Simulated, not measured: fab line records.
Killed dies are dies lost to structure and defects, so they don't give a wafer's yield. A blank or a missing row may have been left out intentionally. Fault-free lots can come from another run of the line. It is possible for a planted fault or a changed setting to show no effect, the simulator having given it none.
Comparing a struck lot with a sound one -- flow sfq line -- 14 steps out of a route of 325
Sound: wafers L456.2, L456.5, L456.6. Wafers struck: L455.2, L455.5, L455.6. The cause comes at the end.
Order at every step that has rows: each side's tool, ch and its chambers, its first start. Under that, the readings that differ: sound wafers -- struck wafers -- difference of the means -- sigmas: that difference in standard deviations of wafers without a fault.
alike: readings with means less than 2 such deviations apart, plus words and numbers identical on both sides. not compared: withheld readings, readings lacking a value on some wafer, bounds such as >300 that could conceal the same value, and numbers that have no deviation in the record and whose values overlap.
A row with sigmas, a row that says differs or no value, or rows on one side alone: a step with any of these is where the two part. Numbers that don't overlap but have no deviation are shown without sigmas and don't part them. Lack of a reading on every wafer of one side parts them only where that side has two or more wafers.

first, 7 steps without rows for these wafers: SFQ_TRILAYER_JJ_CE_STRIP_SOLV_CLEAN_121 (cleans in NMP, time 600 s); SFQ_TRILAYER_M5_LITHO_COAT_128 (resist thk 62 nm); SFQ_TRILAYER_M5_LITHO_COAT_123 (resist thk 600 nm); SFQ_TRILAYER_M5_LITHO_SOFTBAKE_127; SFQ_TRILAYER_M5_LITHO_EXPOSE_124 (exposes mask M5, target cd 700 nm); SFQ_TRILAYER_M5_LITHO_PEB_126 (peb time 60 s); SFQ_TRILAYER_M5_LITHO_DEVELOP_125 (time 60 s).
SFQ_M5_OVL_MEAS_932:
  struck on overlay-01, day 53 13:58; sound on overlay-02, day 53 23:32
  alike: M5_OVL
SFQ_TRILAYER_M5_BARC_OPEN_METAL_ETCH_161: etches BARC in O2, target depth 125 nm, time 41.7 s.
  sound on rie metal-04 ch 0,1, day 53 23:34; struck on rie metal-04 ch 0,1, day 53 14:00
  alike: drypump motor current A, oes product au
  not compared: rf hours counter h
SFQ_TRILAYER_M5_ETCH_METAL_ETCH_126: etches Nb in Cl2/BCl3, stops on SiO2, time 203.2 s, target depth 265 nm.
  sound on rie metal-04 ch 0,1, day 53 23:38; struck on rie metal-04 ch 0,1, day 53 14:04
  alike: drypump motor current A, oes product au
  not compared: rf hours counter h
SFQ_TRILAYER_M5_STRIP_STRIP_127: strips in O2.
  sound on rie metal-04 ch 0,1, day 53 23:50; struck on rie metal-04 ch 0,1, day 53 14:15
  alike: drypump motor current A, oes product au
  not compared: rf hours counter h
then, 1 step without rows for these wafers: SFQ_TRILAYER_M5_STRIP_SOLV_CLEAN_128 (cleans in NMP, time 600 s).
SFQ_TRILAYER_A5B_DEP_PECVD_129: deposits SiO2 from SiH4/N2O, time 133.33 s, target thk 600 nm.
  sound on pecvd-02 ch 0,1, day 54 00:36; struck on pecvd-03 ch 0,1, day 53 15:02
reading,sound,struck,difference,sigmas
heater power w (W),96 84 92,42 39 45,-49,-3
rf fwd power W (W),183.0 182.5 183.7,256.7 255.4 257.2,+73.4,+99 or more
showerhead vpp V (V),866 857 795,1028 1085 1051,+215,+5
model.SiO2_of_TRILAYER_A5B_DEP_PECVD_129.thk nm (nm),599.2 605.3 613.9,652.2 671.8 663.5,+56.4,
  alike: chamber pressure Torr, throttle valve pct
SFQ_TRILAYER_A5B_CMP_CMP_130: polishes, stops on Nb, target thk 340.7 nm.
  sound on cmp-01 ch 0,3, day 54 03:44; struck on cmp-01 ch 1,2,3, day 53 19:01
  alike: motor current A

## WHERE THEY PART
SFQ_TRILAYER_A5B_DEP_PECVD_129 only, going by this record. Later steps at which nothing parts them and some readings are alike: SFQ_TRILAYER_A5B_CMP_CMP_130.

WHY: what had been put in by the simulator
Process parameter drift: pecvd-03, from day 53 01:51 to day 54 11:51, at SFQ_TRILAYER_A5B_DEP_PECVD_129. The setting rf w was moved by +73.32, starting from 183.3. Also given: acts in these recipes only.
